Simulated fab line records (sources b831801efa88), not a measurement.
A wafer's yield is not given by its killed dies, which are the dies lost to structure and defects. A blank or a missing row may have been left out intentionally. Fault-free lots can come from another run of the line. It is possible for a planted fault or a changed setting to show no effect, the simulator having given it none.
Which tool is to blame?    flow sky130    15 lots with 45 wafers sampled at 3 steps, on a route of 708 steps

## WHAT THE GAUGES READ, wafer by wafer
SKY_FIELD_ISO_BOW_MEAS_00.
lot   measured     on             INCOMING_BOW (um)
L684  day 1 10:00  film metro-02  2 0 -13
L685  day 1 15:01  film metro-03  -1 9 -4
L686  day 1 20:00  film metro-03  7 -2 3
L688  day 2 06:00  film metro-03  7 4 8
L689  day 2 11:02  film metro-02  -10 6 -1
L690  day 2 16:04  film metro-01  4 12 2
L692  day 3 02:04  film metro-01  6 7 11
L693  day 3 07:00  film metro-02  1 5 2
L696  day 3 22:02  film metro-02  -1 7 4
L697  day 4 03:01  film metro-01  5 0 8
L698  day 4 08:00  film metro-01  12 1 -3
L700  day 4 18:01  film metro-01  1 5 0
L702  day 5 04:00  film metro-01  11 -1 9
L703  day 5 09:00  film metro-03  -1 -4 11
L704  day 5 14:00  film metro-02  -3 -12 10

SKY_GATE_OXIDE_THK_MEAS_02.
lot   measured      on             GATE_OXIDE_OXIDATION_00_THK (nm)
L684  day 12 18:04  film metro-04  10.40 10.37 10.17
L685  day 12 20:56  film metro-01  10.48 10.43 10.60
L686  day 13 12:58  film metro-02  10.18 10.26 10.46
L688  day 14 20:05  film metro-04  10.15 10.01 9.99
L689  day 15 05:30  film metro-04  10.29 10.14 10.15
L690  day 15 13:59  film metro-04  10.49 10.91 10.81
L692  day 16 10:46  film metro-04  10.19 10.36 10.29
L693  day 16 16:44  film metro-02  10.30 10.29 10.49
L700  day 18 18:56  film metro-02  10.98 10.89 10.84
L702  day 19 00:20  film metro-02  10.41 10.37 10.39
L703  day 19 15:07  film metro-02  10.14 10.29 10.26
L704  day 19 17:46  film metro-04  10.34 10.30 10.29

## WHAT TOOL EACH LOT RAN ON (gives the tool, then ch and the chambers of the sampled wafers, and finally the start)
lot   SKY_FIELD_ISO_EXPOSE_10
L684  krf scanner-01 ch 0, day 1 23:50
L685  krf scanner-01 ch 0, day 2 02:19
L686  krf scanner-02 ch 0, day 2 08:07
L688  krf scanner-01 ch 0, day 2 19:27
L689  krf scanner-02 ch 0, day 2 23:43
L690  krf scanner-01 ch 0, day 3 04:32
L692  krf scanner-01 ch 0, day 3 19:05
L693  krf scanner-01 ch 0, day 4 03:44
L696  krf scanner-02, day 4 13:41
L697  krf scanner-02, day 4 22:56
L698  krf scanner-01, day 4 22:34
L700  krf scanner-02 ch 0, day 5 09:29
L702  krf scanner-01 ch 0, day 5 18:40
L703  krf scanner-01 ch 0, day 6 00:47
L704  krf scanner-01 ch 0, day 6 05:05
- SKY_FIELD_ISO_EXPOSE_10: exposes mask FOM, target cd 150 nm.

## AS READ BY THE TOOLS THEMSELVES (means over the sampled wafers that have a number; for cases with no such wafer, the mark the record gives instead)
SKY_FIELD_ISO_EXPOSE_10.
lot   tool            exposure dose mJ cm2  focus offset nm (nm)
L684  krf scanner-01  28.029                -0.3
L685  krf scanner-01  28.020                -0.4
L686  krf scanner-02  28.024                0.1
L688  krf scanner-01  27.999                0.3
L689  krf scanner-02  28.020                -0.1
L690  krf scanner-01  27.974                -0.7
L692  krf scanner-01  28.045                0.2
L693  krf scanner-01  27.994                -0.6
L696  krf scanner-02  -                     -
L697  krf scanner-02  -                     -
L698  krf scanner-01  -                     -
L700  krf scanner-02  28.029                0.7
L702  krf scanner-01  27.978                0.2
L703  krf scanner-01  28.047                0.3
L704  krf scanner-01  28.018                -0.5

## THE ANSWER, worked out from the rows above alone
Rule: the lots themselves supply what counts as usual. Put in order of their means at a reading, lots are off if they are a third of the lots or fewer, leave a main group of 4 or more, and stand apart from it by a gap of 3 or more times the standard deviation of the main group's means; of several such gaps the widest counts. A main group is skipped when, at the precision printed for the reading in the tables above, its means are all equal. A lot without any number at a reading at which 4 lots or more have one is off too. Any other lot the step has rows for is counted as sound. Order of review: gauges by route order, followed by the tools' own readings, for which a lot's mean as printed above is used. At the first step where some lot is off, the reading lying furthest off is the one used; lots without a number count as furthest.
Off, at SKY_FIELD_ISO_EXPOSE_10 on exposure dose mJ cm2: L696, L697, L698. Without a number there: L696, L697, L698. The main group: mean 28.015, standard deviation 0.023.
If a tool, at that step or one of the process steps before it, ran each lot that is off and ran no sound lot following the first of them, it fits. None of those tried fits.

## WHAT THE SIMULATOR PUT IN
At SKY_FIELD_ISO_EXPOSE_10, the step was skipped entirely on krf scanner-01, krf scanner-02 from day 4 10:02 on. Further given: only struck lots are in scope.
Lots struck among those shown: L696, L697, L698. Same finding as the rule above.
